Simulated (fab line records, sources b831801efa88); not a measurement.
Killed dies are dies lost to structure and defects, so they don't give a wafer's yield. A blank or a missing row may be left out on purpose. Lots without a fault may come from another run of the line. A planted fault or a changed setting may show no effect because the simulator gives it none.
Problem report in the 8D (eight disciplines) form, filled by code | flow gf180mcu | the parts of the form that need people (team, actions taken, sign-off) are left out

1. THE PROBLEM
M2_ALCU_RS at GF_M2_RS_MEAS_05 reads a mean of 0.0848 ohm/sq on 3 wafers of 2 lots; wafers without a fault read 0.0697 ohm/sq with a standard deviation of 0.0008. That is +19 standard deviations from the usual mean.
The step: measures by four-point-probe.
First seen on wafer L355.1, day 24 01:11, on film_metro-01. The record holds 36 wafers of 12 lots with a number at this step. Rule for "out", or "out of limits": more than 4 standard deviations from the usual mean. The other wafers with a number count as sound.

2. WHAT IT IS AND WHAT IT IS NOT
question                    | is                           | is not
which readings at this step | M2_ALCU_RS                   | -
which lots                  | L355, L356                   | L342, L343, L344, L345, L346, L348, L351, L353, L361, L362
which wafers of those lots  | L355.1, L355.3, L356.3       | L355.4, L356.2, L356.5
read on which gauges        | film_metro-01, film_metro-03 | film_metro-04
when                        | from day 24 01:11            | up to then (25 sound wafers); but 8 sound wafers of L356, L361, L362 came after

3. SUSPECTS, AND WHAT RULES EACH OUT
Counting: a tool at a process step up to the reading stays a suspect if it ran every lot that is out. Sound lots after the first of them don't rule it out here, since some wafers of a struck lot are sound.
- the gauge at GF_M2_RS_MEAS_05: ruled out. The wafers that are out were read on 2 gauges (film_metro-01, film_metro-03).
- pvd_sputter-04 at GF_M2_SPUTTER_02 (material AlCu, target thk 450 nm, time 23.9 s): kept. It ran every lot that is out, first L355 (day 24 01:05); its last sound lot up to then is L351 (day 23 04:16).
Left after counting: pvd_sputter-04 at GF_M2_SPUTTER_02.

4. THE CAUSE (what the simulator had put in)
Process parameter drift: pvd_sputter-04, from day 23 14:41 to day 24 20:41, at GF_M2_SPUTTER_02. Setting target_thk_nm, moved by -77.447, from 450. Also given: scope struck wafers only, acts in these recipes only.
Counting left only this tool.

5. THE CHAIN OF EFFECTS, in route order
Each row: a reading whose mean over the struck wafers that have a number lies more than 3 standard deviations from the usual. Only readings for which the record gives a usual standard deviation are gone through. hours: the time from each lot's start at the first step in this table that gives one to its start at this step, as a median over the lots. sigmas: the change in usual standard deviations.
hours | step              | reading     | usual         | on struck wafers | change  | sigmas
0     | GF_M2_RS_MEAS_05  | M2_ALCU_RS  | 0.0697 ohm/sq | 0.0848           | +0.0151 | +19
0     | GF_M2_THK_MEAS_06 | M2_ALCU_THK | 449 nm        | 369              | -80     | -14
Later measuring or inspecting steps at which every struck wafer that the step has a row for has a number for every such reading, and none has moved that far: GF_V3_CD_MEAS_14.

6. WHAT WOULD HAVE CAUGHT IT SOONER
In this record the first reading out of limits at a measuring or inspecting step was taken at day 24 01:11, 10 hours after the fault began at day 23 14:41.
Of the tool readings at GF_M2_SPUTTER_02 for which the record gives a usual standard deviation, none was out on any struck wafer, so an alarm limit of 4 standard deviations on them would not have fired.
Of the lots that are out (2), L356 began GF_M2_SPUTTER_02 on pvd_sputter-04 after day 24 01:11. A hold on the tool at that time would have spared it.
